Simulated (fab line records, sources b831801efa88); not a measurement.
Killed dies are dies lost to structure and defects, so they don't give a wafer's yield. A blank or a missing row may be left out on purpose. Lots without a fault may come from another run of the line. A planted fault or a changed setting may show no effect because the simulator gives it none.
fab line records | flow sky130
record lots=5 wafers=15 last_day=50
route steps=708 shown NWELL@33 DNWELL@35 PWDE@45
lots that met no fault: from a run of the same line without faults
start_h: hours from the record's first day to the start of the lot's first wafer shown | wait_h: hours since the lot's step before | " the same as in the row above | L1.1+2: a row that stands for several wafers | - no value, or no start given | * or withheld: withheld | < > ~ a bound
route shown NAME@n: a module of which the file shows steps, and the number in the route of the first | usual: mean/standard deviation of fault-free wafers | same: alike in all rows | chamber/n: place in a boat | sites: the reading at each site | _std_site: their standard deviation | _edge_site: outer sites' mean less inner sites' | radius_mm: how far each site lies from the wafer's centre | mask NAME#n: copy n | behind: the tool/chamber that last shaped the wafer | hold: why the lot was held/for how many hours/how that ended | device: the transistor (n, p or np) that didn't switch | end of line: the same wafers' tests at the end of the route | a step without rows: its recipe alone | killed: dies lost to structure and defects at the first sort, not the wafer's yield | map: a wafer's dies, x killed, . not, _ none there
set.NAME: the setting as run; set.NAME@STEP: as run at that earlier step | model.NAME: the simulator's own value behind a step, which no gauge read
lots at some steps of the route; a table a step, a row a wafer
services: from which hour (start_h, from the record's first day; less than 0 if before it) a tool's chamber was out of use, for how many hours, and why
## steps
# step SKY_NWELL_OXIDATION_01
# recipe temp_c=900 ambient=O2 stabilise_s=600 purge_s=300 target_thk_a=100 ox_time_s=1418
# usual ox_temp_c=900.0/0.4 tube_center_temp_C=899.99/0.078
# columns lot.wafer tool chamber start_h wait_h ox_temp_c tube_center_temp_C
L083.3 furnace-02 0 86.90 0.9 900.7 899.98
L083.4 " 0 " " 899.8 899.95
L083.6 " 0 " " 900.3 899.91
L085.1 furnace-01 0 96.36 3.6 899.8 900.04
L085.3 " 0 " " 899.7 900.1
L085.4 " 0 " " 899.8 899.91
L087.1 furnace-02 0 110.73 1.5 899.5 900.03
L087.2 " 0 " " 900.0 900.02
L087.5 " 0 " " 899.9 899.92
L088.2 furnace-01 0 112.88 1.8 900.3 899.9
L088.4 " 0 " " 900.6 899.85
L088.5 " 0 " " 900.2 900.13
L097.2 furnace-02 0 155.02 0.7 900.8 899.96
L097.3 " 0 " " 900.6 900.01
L097.6 " 0 " " 901.1 900.11
# step SKY_NWELL_THK_MEAS_02
# recipe reads=SiO2_of_NWELL_OXIDATION_01
# usual NWELL_OXIDATION_THK=10.03/0.19
# columns lot.wafer tool chamber start_h wait_h NWELL_OXIDATION_THK[nm]
L083.3 film_metro-04 - 88.31 0.0 9.90
L083.4 " - " " 9.95
L083.6 " - " " 9.91
L085.1 film_metro-03 - 97.76 0.0 9.55
L085.3 " - " " 9.71
L085.4 " - " " 9.84
L087.1 film_metro-04 - 112.12 0.0 9.90
L087.2 " - " " 9.97
L087.5 " - " " 10.15
L088.2 film_metro-03 - 114.28 0.0 9.91
L088.4 " - " " 9.92
L088.5 " - " " 9.83
L097.2 film_metro-01 - 156.42 0.0 9.85
L097.3 " - " " 10.18
L097.6 " - " " 9.96
# step SKY_DNWELL_DEHYDRATE_00
# recipe temp_c=200 time_s=60
# columns lot.wafer tool chamber start_h wait_h
L083.3+4+6 litho_track-01 0 96.80 8.5
L085.1+3+4 litho_track-04 0 105.94 8.2
L087.1+2+5 litho_track-03 0 120.63 8.5
L088.2+4+5 litho_track-04 0 122.86 8.6
L097.2+3+6 litho_track-01 0 165.67 9.2
# step SKY_DNWELL_HMDS_01
# recipe prime_time_s=60 prime_temp_c=120
# columns lot.wafer tool chamber start_h wait_h
L083.3+4+6 litho_track-01 0 96.95 0.1
L085.1+3+4 litho_track-04 0 106.09 0.1
L087.1+2+5 litho_track-03 0 120.78 0.1
L088.2+4+5 litho_track-04 0 123.01 0.1
L097.2+3+6 litho_track-01 0 165.82 0.1
# step SKY_DNWELL_COAT_02
# recipe spin_rpm=2000 resist_thk_nm=3000
# usual spin_speed_rpm=2000.0/1.3
# columns lot.wafer tool chamber start_h wait_h spin_speed_rpm
L083.3 litho_track-01 0 97.10 0.1 2001.5
L083.4 " 0 " " 2000.5
L083.6 " 0 " " 1998.6
L085.1 litho_track-04 0 106.24 0.1 1998.9
L085.3 " 0 " " 1999.4
L085.4 " 0 " " 1999.0
L087.1 litho_track-03 0 120.93 0.1 1997.5
L087.2 " 0 " " 2001.9
L087.5 " 0 " " 2000.4
L088.2 litho_track-04 0 123.16 0.1 2000.0
L088.4 " 0 " " 1998.9
L088.5 " 0 " " 1999.5
L097.2 litho_track-01 0 165.97 0.1 2000.8
L097.3 " 0 " " 2000.2
L097.6 " 0 " " 2000.0
# step SKY_DNWELL_SOFTBAKE_03
# recipe temp_c=110 time_s=withheld
# columns lot.wafer tool chamber start_h wait_h
L083.3+4+6 litho_track-01 0 97.26 0.1
L085.1+3+4 litho_track-04 0 106.39 0.1
L087.1+2+5 litho_track-03 0 121.08 0.1
L088.2+4+5 litho_track-04 0 123.32 0.1
L097.2+3+6 litho_track-01 0 166.13 0.1
# step SKY_DNWELL_EXPOSE_04
# recipe mask_id=DNM na=0.57 target_cd_nm=3000 dose_mj=222
# columns lot.wafer tool chamber start_h wait_h mask
L083.3+4+6 iline_stepper-02 0 - - DNM#0
L085.1+3+4 iline_stepper-02 0 - - DNM#0
L087.1+2+5 iline_stepper-02 0 - - DNM#0
L088.2+4+5 iline_stepper-02 0 - - DNM#0
L097.2+3+6 iline_stepper-01 0 - - DNM#0
# step SKY_DNWELL_PEB_05
# recipe temp_c=115 time_s=withheld
# columns lot.wafer tool chamber start_h wait_h
L083.3+4+6 litho_track-01 0 - -
L085.1+3+4 litho_track-01 0 - -
L087.1+2+5 litho_track-01 0 - -
L088.2+4+5 litho_track-01 0 - -
L097.2+3+6 litho_track-04 0 - -
# step SKY_DNWELL_DEVELOP_06
# recipe wall_angle_deg=90 developer=TMAH develop_time_s=60 dev_temp_c=23
# usual developer_temp_C=23.02/0.1
# columns lot.wafer tool chamber start_h wait_h developer_temp_C
L083.3 litho_track-01 0 - - 23.05
L083.4 " 0 " " 23.03
L083.6 " 0 " " 22.95
L085.1 litho_track-01 0 - - 23.05
L085.3 " 0 " " 22.93
L085.4 " 0 " " 22.77
L087.1 litho_track-01 0 - - 22.99
L087.2 " 0 " " 23.06
L087.5 " 0 " " 22.85
L088.2 litho_track-01 0 - - 23.01
L088.4 " 0 " " 22.98
L088.5 " 0 " " 23.06
L097.2 litho_track-04 0 - - 23.27
L097.3 " 0 " " 23.07
L097.6 " 0 " " 23.31
# step SKY_DNWELL_IMPLANT_07
# recipe species=P energy_kev=withheld dose_cm2=withheld tilt_deg=withheld
# columns lot.wafer tool chamber start_h wait_h
L083.3+4+6 implanter-01 0 105.70 -
L085.1+3+4 implanter-01 0 115.75 -
L087.1+2+5 implanter-03 0 130.50 -
L088.2+4+5 implanter-01 0 133.07 -
L097.2+3+6 implanter-04 0 175.66 -
# step SKY_DNWELL_STRIP_08
# recipe chemistry=O2/N2 power_w=1400 pressure_mtorr=1500 platen_temp_c=withheld o2_flow_sccm=3000 n2_flow_sccm=300 overash_fraction=0.5
# usual drypump_motor_current_A=5.8/0.4 oes_product_au=0.722/0.0039 strip_time_to_endpoint_s=36.96/0.088
# columns lot.wafer tool chamber start_h wait_h drypump_motor_current_A oes_product_au rf_hours_counter_h strip_time_to_endpoint_s
L083.3 plasma_asher-01 1 105.83 0.1 6.0 0.719 - 36.90
L083.4 " 0 " " 5.3 0.723 - 36.79
L083.6 " 1 " " 6.0 0.719 - 36.89
L085.1 plasma_asher-03 0 115.90 0.1 6.0 0.722 44 37.07
L085.3 " 1 " " 5.0 0.721 - 37.14
L085.4 " 0 " " 6.0 0.719 - 37.05
L087.1 plasma_asher-03 1 130.65 0.1 5.0 0.724 45 37.04
L087.2 " 0 " " 6.0 0.715 45 36.95
L087.5 " 1 " " 5.0 0.717 - 37.06
L088.2 plasma_asher-01 0 133.20 0.1 5.3 0.722 1 36.92
L088.4 " 0 " " 5.3 0.720 - 36.95
L088.5 " 0 " " 5.3 0.726 - 36.87
L097.2 plasma_asher-01 0 175.79 0.1 5.3 0.731 6 37.02
L097.3 " 0 " " 5.3 0.731 - 37.03
L097.6 " 0 " " 5.3 0.727 - 36.86
# step SKY_DNWELL_TW_MEAS_09
# usual DNWELL_TW=1115/12
# columns lot.wafer tool chamber start_h wait_h DNWELL_TW
L083.3 film_metro-03 - 105.92 0.1 1093
L083.4 " - " " 1100
L083.6 " - " " 1104
L085.1 film_metro-03 - 116.00 0.1 1102
L085.3 " - " " 1101
L085.4 " - " " 1093
L087.1 film_metro-04 - 130.75 0.1 1116
L087.2 " - " " 1117
L087.5 " - " " 1117
L088.2 film_metro-03 - 133.31 0.1 1098
L088.4 " - " " 1101
L088.5 " - " " 1099
L097.2 film_metro-04 - 175.90 0.1 1121
L097.3 " - " " 1118
L097.6 " - " " 1118
# step SKY_PWDE_DEHYDRATE_00
# recipe temp_c=200 time_s=60
# columns lot.wafer tool chamber start_h wait_h
L083.3+4+6 litho_track-03 0 114.33 8.4
L085.1+3+4 litho_track-03 0 124.33 8.3
L087.1+2+5 litho_track-02 0 139.61 8.9
L088.2+4+5 litho_track-01 0 142.22 8.9
L097.2+3+6 litho_track-01 0 185.27 9.4
# step SKY_PWDE_HMDS_01
# recipe prime_time_s=60 prime_temp_c=120
# columns lot.wafer tool chamber start_h wait_h
L083.3+4+6 litho_track-03 0 114.48 0.1
L085.1+3+4 litho_track-03 0 124.48 0.1
L087.1+2+5 litho_track-02 0 139.76 0.1
L088.2+4+5 litho_track-01 0 142.37 0.1
L097.2+3+6 litho_track-01 0 185.42 0.1
# step SKY_PWDE_COAT_02
# recipe spin_rpm=2000 resist_thk_nm=3000
# usual spin_speed_rpm=2000.0/1.6
# columns lot.wafer tool chamber start_h wait_h spin_speed_rpm
L083.3 litho_track-03 0 114.63 0.1 1998.1
L083.4 " 0 " " 1999.7
L083.6 " 0 " " 2000.7
L085.1 litho_track-03 0 124.63 0.1 1999.6
L085.3 " 0 " " 1999.1
L085.4 " 0 " " 2001.2
L087.1 litho_track-02 0 139.91 0.1 1999.4
L087.2 " 0 " " 1999.4
L087.5 " 0 " " 1998.7
L088.2 litho_track-01 0 142.52 0.1 2001.3
L088.4 " 0 " " 2001.9
L088.5 " 0 " " 2001.1
L097.2 litho_track-01 0 185.57 0.1 1999.7
L097.3 " 0 " " 1998.3
L097.6 " 0 " " 2000.1
# step SKY_PWDE_SOFTBAKE_03
# recipe temp_c=110 time_s=withheld
# columns lot.wafer tool chamber start_h wait_h
L083.3+4+6 litho_track-03 0 114.79 0.1
L085.1+3+4 litho_track-03 0 124.78 0.1
L087.1+2+5 litho_track-02 0 140.06 0.1
L088.2+4+5 litho_track-01 0 142.68 0.1
L097.2+3+6 litho_track-01 0 185.73 0.1
# step SKY_PWDE_EXPOSE_04
# recipe mask_id=PWDEM na=0.6 source_shape=conventional sigma_outer=0.6 polarization=unpolarized target_cd_nm=840 dose_mj=214
# columns lot.wafer tool chamber start_h wait_h mask
L083.3+4+6 iline_stepper-01 0 - - PWDEM#0
L085.1+3+4 iline_stepper-02 0 - - PWDEM#0
L087.1+2+5 iline_stepper-01 0 - - PWDEM#0
L088.2+4+5 iline_stepper-02 0 - - PWDEM#0
L097.2+3+6 iline_stepper-01 0 - - PWDEM#0
# step SKY_PWDE_PEB_05
# recipe temp_c=115 time_s=withheld
# columns lot.wafer tool chamber start_h wait_h
L083.3+4+6 litho_track-01 0 - -
L085.1+3+4 litho_track-01 0 - -
L087.1+2+5 litho_track-03 0 - -
L088.2+4+5 litho_track-01 0 - -
L097.2+3+6 litho_track-01 0 - -
# step SKY_PWDE_DEVELOP_06
# recipe wall_angle_deg=90 developer=TMAH develop_time_s=60 dev_temp_c=23
# usual developer_temp_C=23.03/0.11
# columns lot.wafer tool chamber start_h wait_h developer_temp_C
L083.3 litho_track-01 0 - - 23.14
L083.4 " 0 " " 23.06
L083.6 " 0 " " 23.16
L085.1 litho_track-01 0 - - 23.12
L085.3 " 0 " " 23.05
L085.4 " 0 " " 23.15
L087.1 litho_track-03 0 - - 22.94
L087.2 " 0 " " 23.00
L087.5 " 0 " " 23.09
L088.2 litho_track-01 0 - - 22.99
L088.4 " 0 " " 22.94
L088.5 " 0 " " 22.96
L097.2 litho_track-01 0 - - 22.90
L097.3 " 0 " " 23.00
L097.6 " 0 " " 23.00
# step SKY_PWDE_OVL_MEAS_07
# usual PWDE_OVL=0.5/1.4
# columns lot.wafer tool chamber start_h wait_h PWDE_OVL[nm]
L083.3 overlay-01 - 124.06 - 1.8
L083.4 " - " " 3.1
L083.6 " - " " 2.0
L085.1 overlay-01 - 134.60 - -1.7
L085.3 " - " " -0.6
L085.4 " - " " -0.5
L087.1 overlay-02 - 149.98 - 0.9
L087.2 " - " " -0.5
L087.5 " - " " 0.3
L088.2 overlay-01 - 152.40 - 1.2
L088.4 " - " " -0.9
L088.5 " - " " 0.7
L097.2 overlay-01 - 196.65 - 1.2
L097.3 " - " " 1.3
L097.6 " - " " 2.7
# step SKY_PWDE_IMPLANT_08
# recipe species=B energy_kev=150 dose_cm2=3.6e+12 tilt_deg=withheld
# columns lot.wafer tool chamber start_h wait_h
L083.3+4+6 implanter-04 0 124.13 0.1
L085.1+3+4 implanter-02 0 134.63 0.0
L087.1+2+5 implanter-02 0 150.01 0.0
L088.2+4+5 implanter-02 0 152.46 0.0
L097.2+3+6 implanter-04 0 196.71 0.0
# step SKY_PWDE_STRIP_09
# recipe chemistry=O2/N2 power_w=1400 pressure_mtorr=1500 platen_temp_c=withheld o2_flow_sccm=3000 n2_flow_sccm=300 overash_fraction=0.5
# usual drypump_motor_current_A=5.4/0.51 oes_product_au=0.722/0.0043 strip_time_to_endpoint_s=36.91/0.089
# columns lot.wafer tool chamber start_h wait_h drypump_motor_current_A oes_product_au rf_hours_counter_h strip_time_to_endpoint_s
L083.3 plasma_asher-01 0 124.27 0.1 5.3 0.715 - 36.85
L083.4 " 1 " " 6.0 0.720 - 36.91
L083.6 " 0 " " 5.3 0.724 - 36.84
L085.1 plasma_asher-01 1 134.78 0.1 6.0 0.723 2 36.87
L085.3 " 0 " " 5.3 0.723 - 36.87
L085.4 " 1 " " 6.0 0.723 - 36.89
L087.1 plasma_asher-03 0 150.16 0.1 6.0 0.719 47 36.93
L087.2 " 1 " " 5.0 0.726 47 36.95
L087.5 " 0 " " 6.0 0.730 - 37.00
L088.2 plasma_asher-04 1 152.58 0.1 4.7 0.719 33 36.88
L088.4 " 1 " " 4.7 0.719 - 36.86
L088.5 " 0 " " 5.0 0.716 - 36.79
L097.2 plasma_asher-03 0 196.83 0.1 6.0 0.720 51 37.00
L097.3 " 0 " " 6.0 0.730 - 36.97
L097.6 " 1 " " 5.1 0.722 - 36.97
# step SKY_PWDE_TW_MEAS_10
# usual PWDE_TW=373/4
# columns lot.wafer tool chamber start_h wait_h PWDE_TW
L083.3 film_metro-01 - 124.35 0.1 377
L083.4 " - " " 378
L083.6 " - " " 378
L085.1 film_metro-03 - 134.88 0.1 372
L085.3 " - " " 369
L085.4 " - " " 371
L087.1 film_metro-01 - 150.26 0.1 378
L087.2 " - " " 377
L087.5 " - " " 377
L088.2 film_metro-03 - 152.69 0.1 367
L088.4 " - " " 367
L088.5 " - " " 368
L097.2 film_metro-04 - 196.94 0.1 373
L097.3 " - " " 372
L097.6 " - " " 373
# step SKY_NWELL_DEHYDRATE_03
# recipe temp_c=200 time_s=60
# columns lot.wafer tool chamber start_h wait_h
L083.3+4+6 litho_track-04 0 132.79 8.4
L085.1+3+4 litho_track-04 0 143.34 8.4
L087.1+2+5 litho_track-03 0 159.28 9.0
L088.2+4+5 litho_track-03 0 161.80 9.1
L097.2+3+6 litho_track-03 0 206.55 9.6
# step SKY_NWELL_HMDS_04
# recipe prime_time_s=60.96 prime_temp_c=120
# columns lot.wafer tool chamber start_h wait_h
L083.3+4+6 litho_track-04 0 132.94 0.1
L085.1+3+4 litho_track-04 0 143.49 0.1
L087.1+2+5 litho_track-03 0 159.43 0.1
L088.2+4+5 litho_track-03 0 161.95 0.1
L097.2+3+6 litho_track-03 0 206.70 0.1
# step SKY_NWELL_COAT_05
# recipe spin_rpm=2000 resist_thk_nm=3000
# usual spin_speed_rpm=1999.7/1.7
# columns lot.wafer tool chamber start_h wait_h spin_speed_rpm
L083.3 litho_track-04 0 133.09 0.1 1999.5
L083.4 " 0 " " 1998.4
L083.6 " 0 " " 1998.2
L085.1 litho_track-04 0 143.64 0.1 1999.1
L085.3 " 0 " " 2000.3
L085.4 " 0 " " 2000.1
L087.1 litho_track-03 0 159.58 0.1 1996.3
L087.2 " 0 " " 1998.8
L087.5 " 0 " " 1999.2
L088.2 litho_track-03 0 162.10 0.1 2000.8
L088.4 " 0 " " 2000.8
L088.5 " 0 " " 2003.1
L097.2 litho_track-03 0 206.85 0.1 1998.2
L097.3 " 0 " " 1998.4
L097.6 " 0 " " 1998.0
# step SKY_NWELL_SOFTBAKE_06
# recipe temp_c=110 time_s=withheld
# columns lot.wafer tool chamber start_h wait_h
L083.3+4+6 litho_track-04 0 133.26 0.1
L085.1+3+4 litho_track-04 0 143.79 0.1
L087.1+2+5 litho_track-03 0 159.73 0.1
L088.2+4+5 litho_track-03 0 162.26 0.1
L097.2+3+6 litho_track-03 0 207.01 0.1
# step SKY_NWELL_EXPOSE_07
# recipe mask_id=NWM na=0.6 source_shape=conventional sigma_outer=0.6 polarization=unpolarized target_cd_nm=840 dose_mj=255
# columns lot.wafer tool chamber start_h wait_h mask
L083.3+4+6 iline_stepper-02 0 - - NWM#0
L085.1+3+4 iline_stepper-02 0 - - NWM#0
L087.1+2+5 iline_stepper-02 0 - - NWM#0
L088.2+4+5 iline_stepper-01 0 - - NWM#0
L097.2+3+6 iline_stepper-01 0 - - NWM#0
# step SKY_NWELL_PEB_08
# recipe temp_c=115 time_s=withheld
# columns lot.wafer tool chamber start_h wait_h
L083.3+4+6 litho_track-03 0 - -
L085.1+3+4 litho_track-04 0 - -
L087.1+2+5 litho_track-03 0 - -
L088.2+4+5 litho_track-03 0 - -
L097.2+3+6 litho_track-02 0 - -
# step SKY_NWELL_DEVELOP_09
# recipe wall_angle_deg=90 developer=TMAH develop_time_s=60 dev_temp_c=23
# usual developer_temp_C=23.01/0.12
# columns lot.wafer tool chamber start_h wait_h developer_temp_C
L083.3 litho_track-03 0 - - 23.01
L083.4 " 0 " " 22.97
L083.6 " 0 " " 23.08
L085.1 litho_track-04 0 - - 22.79
L085.3 " 0 " " 22.87
L085.4 " 0 " " 23.07
L087.1 litho_track-03 0 - - 22.75
L087.2 " 0 " " 22.88
L087.5 " 0 " " 22.94
L088.2 litho_track-03 0 - - 22.99
L088.4 " 0 " " 23.02
L088.5 " 0 " " 23.13
L097.2 litho_track-02 0 - - 22.94
L097.3 " 0 " " 22.82
L097.6 " 0 " " 22.97
# step SKY_NWELL_OVL_MEAS_10
# usual NWELL_00_OVL=0.6/1.6
# columns lot.wafer tool chamber start_h wait_h NWELL_00_OVL[nm]
L083.3 overlay-01 - 142.59 - -1.3
L083.4 " - " " -2.3
L083.6 " - " " -3.6
L085.1 overlay-01 - 153.59 - -0.1
L085.3 " - " " -0.6
L085.4 " - " " 0.1
L087.1 overlay-01 - 169.78 - 4.3
L087.2 " - " " 2.6
L087.5 " - " " 3.1
L088.2 overlay-01 - 172.53 - 0.3
L088.4 " - " " -0.8
L088.5 " - " " 0.6
L097.2 overlay-02 - 217.77 - 0.2
L097.3 " - " " -0.5
L097.6 " - " " -1.2
# step SKY_NWELL_IMPLANT_11
# recipe species=P energy_kev=400 dose_cm2=1.9e+13 tilt_deg=withheld
# columns lot.wafer tool chamber start_h wait_h
L083.3+4+6 implanter-01 0 142.66 0.1
L085.1+3+4 implanter-01 0 153.63 0.0
L087.1+2+5 implanter-01 0 169.81 0.0
L088.2+4+5 implanter-01 0 172.59 0.0
L097.2+3+6 implanter-03 0 217.82 0.0
# step SKY_NWELL_IMPLANT_12
# recipe species=P energy_kev=120 dose_cm2=1.3e+12 tilt_deg=withheld
# columns lot.wafer tool chamber start_h wait_h
L083.3+4+6 implanter-01 0 142.81 0.1
L085.1+3+4 implanter-01 0 153.78 0.1
L087.1+2+5 implanter-01 0 169.96 0.1
L088.2+4+5 implanter-01 0 172.74 0.1
L097.2+3+6 implanter-03 0 217.97 0.1
# step SKY_NWELL_IMPLANT_13
# recipe species=P energy_kev=50 dose_cm2=7e+11 tilt_deg=withheld
# columns lot.wafer tool chamber start_h wait_h
L083.3+4+6 implanter-01 0 142.96 0.1
L085.1+3+4 implanter-01 0 153.93 0.1
L087.1+2+5 implanter-01 0 170.11 0.1
L088.2+4+5 implanter-01 0 172.89 0.1
L097.2+3+6 implanter-03 0 218.12 0.1
# step SKY_NWELL_STRIP_14
# recipe chemistry=O2/N2 power_w=1400 pressure_mtorr=1500 platen_temp_c=withheld o2_flow_sccm=3000 n2_flow_sccm=300 overash_fraction=0.5
# usual drypump_motor_current_A=5.3/0.57 oes_product_au=0.723/0.0044 strip_time_to_endpoint_s=36.94/0.1
# columns lot.wafer tool chamber start_h wait_h drypump_motor_current_A oes_product_au rf_hours_counter_h strip_time_to_endpoint_s
L083.3 plasma_asher-02 0 143.10 0.1 5.8 0.724 - 36.99
L083.4 " 1 " " 6.2 0.721 - 37.01
L083.6 " 1 " " 6.2 0.728 - 37.11
L085.1 plasma_asher-01 0 154.08 0.1 5.4 0.718 4 36.99
L085.3 " 1 " " 6.1 0.725 - 37.09
L085.4 " 0 " " 5.3 0.723 - 36.99
L087.1 plasma_asher-01 1 170.26 0.1 6.1 0.724 5 36.87
L087.2 " 0 " " 5.3 0.724 5 36.94
L087.5 " 0 " " 5.3 0.731 - 36.96
L088.2 plasma_asher-04 1 173.01 0.1 4.7 0.724 35 36.83
L088.4 " 0 " " 5.0 0.721 - 36.86
L088.5 " 1 " " 4.7 0.717 - 36.74
L097.2 plasma_asher-04 1 218.25 0.1 4.7 0.727 41 37.01
L097.3 " 0 " " 5.0 0.721 - 37.05
L097.6 " 0 " " 5.0 0.722 - 36.93
# step SKY_NWELL_TW_MEAS_15
# usual NWELL_TW=1820/21
# columns lot.wafer tool chamber start_h wait_h NWELL_TW
L083.3 film_metro-01 - 143.18 0.1 1840
L083.4 " - " " 1842
L083.6 " - " " 1838
L085.1 film_metro-01 - 154.18 0.1 1840
L085.3 " - " " 1832
L085.4 " - " " 1845
L087.1 film_metro-03 - 170.36 0.1 1783
L087.2 " - " " 1793
L087.5 " - " " 1784
L088.2 film_metro-04 - 173.12 0.1 1838
L088.4 " - " " 1828
L088.5 " - " " 1829
L097.2 film_metro-03 - 218.36 0.1 1781
L097.3 " - " " 1794
L097.6 " - " " 1778
# step SKY_NWELL_DEHYDRATE_16
# recipe temp_c=200 time_s=60
# columns lot.wafer tool chamber start_h wait_h
L083.3+4+6 litho_track-02 0 152.21 9.0
L085.1+3+4 litho_track-02 0 163.06 8.9
L087.1+2+5 litho_track-03 0 180.53 10.2
L088.2+4+5 litho_track-02 0 182.69 9.6
L097.2+3+6 litho_track-04 0 228.56 10.2
# step SKY_NWELL_HMDS_17
# recipe prime_time_s=60 prime_temp_c=120
# columns lot.wafer tool chamber start_h wait_h
L083.3+4+6 litho_track-02 0 152.36 0.1
L085.1+3+4 litho_track-02 0 163.21 0.1
L087.1+2+5 litho_track-03 0 180.68 0.1
L088.2+4+5 litho_track-02 0 182.84 0.1
L097.2+3+6 litho_track-04 0 228.71 0.1
# step SKY_NWELL_COAT_18
# recipe spin_rpm=2000 resist_thk_nm=3000
# usual spin_speed_rpm=1999.9/1.5
# columns lot.wafer tool chamber start_h wait_h spin_speed_rpm
L083.3 litho_track-02 0 152.51 0.1 1995.2
L083.4 " 0 " " 1995.6
L083.6 " 0 " " 1996.9
L085.1 litho_track-02 0 163.36 0.1 1998.9
L085.3 " 0 " " 2000.8
L085.4 " 0 " " 2002.3
L087.1 litho_track-03 0 180.83 0.1 1999.9
L087.2 " 0 " " 2000.1
L087.5 " 0 " " 1997.5
L088.2 litho_track-02 0 182.99 0.1 1999.0
L088.4 " 0 " " 2001.4
L088.5 " 0 " " 1998.5
L097.2 litho_track-04 0 228.86 0.1 1998.8
L097.3 " 0 " " 1998.8
L097.6 " 0 " " 2000.8
# step SKY_NWELL_SOFTBAKE_19
# recipe temp_c=110 time_s=withheld
# columns lot.wafer tool chamber start_h wait_h
L083.3+4+6 litho_track-02 0 152.68 0.1
L085.1+3+4 litho_track-02 0 163.51 0.1
L087.1+2+5 litho_track-03 0 180.98 0.1
L088.2+4+5 litho_track-02 0 183.14 0.1
L097.2+3+6 litho_track-04 0 229.02 0.1
# step SKY_NWELL_EXPOSE_20
# recipe mask_id=NWM_COMPLEMENT na=0.6 source_shape=conventional sigma_outer=0.6 polarization=unpolarized target_cd_nm=840 dose_mj=260
# columns lot.wafer tool chamber start_h wait_h mask
L083.3+4+6 iline_stepper-02 0 - - NWM_COMPLEMENT#0
L085.1+3+4 iline_stepper-01 0 - - NWM_COMPLEMENT#0
L087.1+2+5 iline_stepper-02 0 - - NWM_COMPLEMENT#0
L088.2+4+5 iline_stepper-01 0 - - NWM_COMPLEMENT#0
L097.2+3+6 iline_stepper-01 0 - - NWM_COMPLEMENT#0
# step SKY_NWELL_PEB_21
# recipe temp_c=115 time_s=withheld
# columns lot.wafer tool chamber start_h wait_h
L083.3+4+6 litho_track-02 0 - -
L085.1+3+4 litho_track-03 0 - -
L087.1+2+5 litho_track-04 0 - -
L088.2+4+5 litho_track-03 0 - -
L097.2+3+6 litho_track-02 0 - -
# step SKY_NWELL_DEVELOP_22
# recipe wall_angle_deg=90 developer=TMAH develop_time_s=60 dev_temp_c=23
# usual developer_temp_C=23.00/0.11
# columns lot.wafer tool chamber start_h wait_h developer_temp_C
L083.3 litho_track-02 0 - - 23.12
L083.4 " 0 " " 23.26
L083.6 " 0 " " 23.20
L085.1 litho_track-03 0 - - 22.85
L085.3 " 0 " " 22.96
L085.4 " 0 " " 22.99
L087.1 litho_track-04 0 - - 23.05
L087.2 " 0 " " 22.89
L087.5 " 0 " " 22.88
L088.2 litho_track-03 0 - - 23.09
L088.4 " 0 " " 23.18
L088.5 " 0 " " 23.02
L097.2 litho_track-02 0 - - 23.16
L097.3 " 0 " " 23.09
L097.6 " 0 " " 23.10
# step SKY_NWELL_OVL_MEAS_23
# usual NWELL_01_OVL=0.9/1.4
# columns lot.wafer tool chamber start_h wait_h NWELL_01_OVL[nm]
L083.3 overlay-02 - 162.47 - 1.2
L083.4 " - " " 1.3
L083.6 " - " " 0.9
L085.1 overlay-02 - 174.13 - 1.4
L085.3 " - " " 1.7
L085.4 " - " " -0.1
L087.1 overlay-02 - 191.34 - 0.5
L087.2 " - " " 1.3
L087.5 " - " " 1.6
L088.2 overlay-01 - 193.43 - 0.4
L088.4 " - " " 0.0
L088.5 " - " " 1.3
L097.2 overlay-01 - 240.32 - 0.8
L097.3 " - " " 0.3
L097.6 " - " " 1.8
# step SKY_NWELL_IMPLANT_24
# recipe species=B energy_kev=140 dose_cm2=9.138e+12 tilt_deg=withheld
# columns lot.wafer tool chamber start_h wait_h
L083.3+4+6 implanter-03 0 162.55 0.1
L085.1+3+4 implanter-01 0 174.16 0.0
L087.1+2+5 implanter-01 0 191.38 0.0
L088.2+4+5 implanter-02 0 193.49 0.0
L097.2+3+6 implanter-02 0 240.37 0.0
# step SKY_NWELL_STRIP_25
# recipe chemistry=O2/N2 power_w=1400 pressure_mtorr=1500 platen_temp_c=withheld o2_flow_sccm=3000 n2_flow_sccm=300 overash_fraction=0.5
# usual drypump_motor_current_A=5.6/0.56 oes_product_au=0.722/0.0044 strip_time_to_endpoint_s=36.97/0.086
# columns lot.wafer tool chamber start_h wait_h drypump_motor_current_A oes_product_au rf_hours_counter_h strip_time_to_endpoint_s
L083.3 plasma_asher-04 1 162.68 0.1 4.7 0.722 - 36.93
L083.4 " 0 " " 5.0 0.721 - 36.94
L083.6 " 0 " " 5.0 0.720 - 37.00
L085.1 plasma_asher-01 1 174.31 0.1 6.1 0.732 6 37.09
L085.3 " 0 " " 5.3 0.722 - 37.00
L085.4 " 1 " " 6.1 0.725 - 36.99
L087.1 plasma_asher-02 0 191.53 0.1 5.8 0.728 50 36.86
L087.2 " 1 " " 6.2 0.721 50 36.83
L087.5 " 0 " " 5.8 0.725 - 36.86
L088.2 plasma_asher-02 1 193.61 0.1 6.2 0.719 50 36.97
L088.4 " 0 " " 5.8 0.728 - 36.89
L088.5 " 0 " " 5.7 0.720 - 37.00
L097.2 plasma_asher-02 1 240.50 0.1 6.2 0.725 56 36.96
L097.3 " 0 " " 5.8 0.726 - 36.93
L097.6 " 1 " " 6.2 0.725 - 36.88
## services
# columns tool chamber start_h hours kind
plasma_asher-02 - 68.04 2.4 repair
implanter-02 - 92.01 7.4 pm
implanter-03 - 94.54 2.1 repair
iline_stepper-02 - 95.26 2.1 pm
iline_stepper-02 - 97.34 - consumable_replace:lamp
furnace-02 - 101.97 3.3 pm
implanter-02 - 106.01 0.9 repair
plasma_asher-01 - 108.75 9.0 pm
plasma_asher-01 0 108.75 9.0 vent_cycle
plasma_asher-01 1 108.75 9.0 vent_cycle
iline_stepper-02 - 113.01 1.7 pm
plasma_asher-01 0 117.75 - clean
plasma_asher-01 1 117.75 - clean
implanter-02 - 121.03 2.2 repair
plasma_asher-03 - 132.91 7.6 repair
plasma_asher-04 - 136.16 1.2 repair
implanter-03 - 139.28 4.6 repair
furnace-01 - 143.33 4.3 pm
plasma_asher-01 - 182.41 14.6 pm
furnace-01 - 182.80 3.2 pm
plasma_asher-01 - 197.01 28.1 pm
furnace-02 - 213.74 2.6 pm
iline_stepper-02 - 230.40 3.7 repair
implanter-04 - 236.05 3.2 pm
## key
fault none
